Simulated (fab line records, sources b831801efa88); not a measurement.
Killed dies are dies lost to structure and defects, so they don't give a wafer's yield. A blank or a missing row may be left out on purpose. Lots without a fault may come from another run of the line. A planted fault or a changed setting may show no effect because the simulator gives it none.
One fault seen from 2 desks | flow sky130 | each desk has only its own numbers; what lay behind them comes last

THE TOOL OWNER'S DESK: implanter-03
The tool's own readings at SKY_VT_ADJUST_PCH_IMPLANT_08: means of the sampled wafers that have a number, for each lot that ran on this tool. A lot is out of limits, marked OUT, if its mean lies more than 4 standard deviations from the usual mean; the brackets give that distance.
Columns: A = end_station_pressure_torr at SKY_VT_ADJUST_PCH_IMPLANT_08, usual 5e-06 Torr
lot  | first seen here | A
L308 | day 11 03:36    | 5e-06
L311 | day 12 00:53    | 5e-06
L316 | day 13 15:18    | 5e-06
L317 | day 13 21:21    | 5e-06
This desk's finding: nothing out of limits on any of the 4 lots.

THE METROLOGY DESK
What the gauges read, lot by lot, whatever tool the lot ran on: means of the sampled wafers that have a number. A lot is out of limits, marked OUT, if its mean lies more than 4 standard deviations from the usual mean; the brackets give that distance.
Columns: A = INCOMING_BOW at SKY_FIELD_ISO_BOW_MEAS_00, usual 0 um; B = VT_ADJUST_NCORE_OVL at SKY_VT_ADJUST_NCORE_OVL_MEAS_08, usual -1.3 nm; C = VT_ADJUST_PCH_TW at SKY_VT_ADJUST_PCH_TW_MEAS_10, usual 143.6
lot  | first seen here | A   | B    | C
L308 | day 1 20:01     | -1  | -1.3 | 143.8
L309 | day 2 01:00     | 6   | -0.2 | 144.0
L310 | day 2 06:01     | -1  | -2.4 | 143.5
L311 | day 2 11:04     | -3  | -2.1 | 142.7
L316 | day 3 12:04     | 8   | -0.1 | 142.3
L317 | day 3 17:04     | -10 | -0.7 | 142.4
L321 | day 4 13:01     | 0   | -1.3 | 144.5
L322 | day 4 18:01     | 2   | -2.4 | 143.4
L324 | day 5 04:00     | -0  | -5.3 | 143.9
L325 | day 5 09:00     | 0   | -1.1 | 142.6
L327 | day 5 19:00     | 2   | -2.6 | 143.2
L328 | day 6 00:01     | -5  | -0.1 | 145.6
L329 | day 6 05:00     | 0   | -0.2 | 142.7
This desk's finding: nothing out of limits on any of the 13 lots.

PUT TOGETHER
The tool owner's desk saw nothing out of limits.
The metrology desk saw nothing out of limits.

WHAT THE SIMULATOR HAD PUT IN
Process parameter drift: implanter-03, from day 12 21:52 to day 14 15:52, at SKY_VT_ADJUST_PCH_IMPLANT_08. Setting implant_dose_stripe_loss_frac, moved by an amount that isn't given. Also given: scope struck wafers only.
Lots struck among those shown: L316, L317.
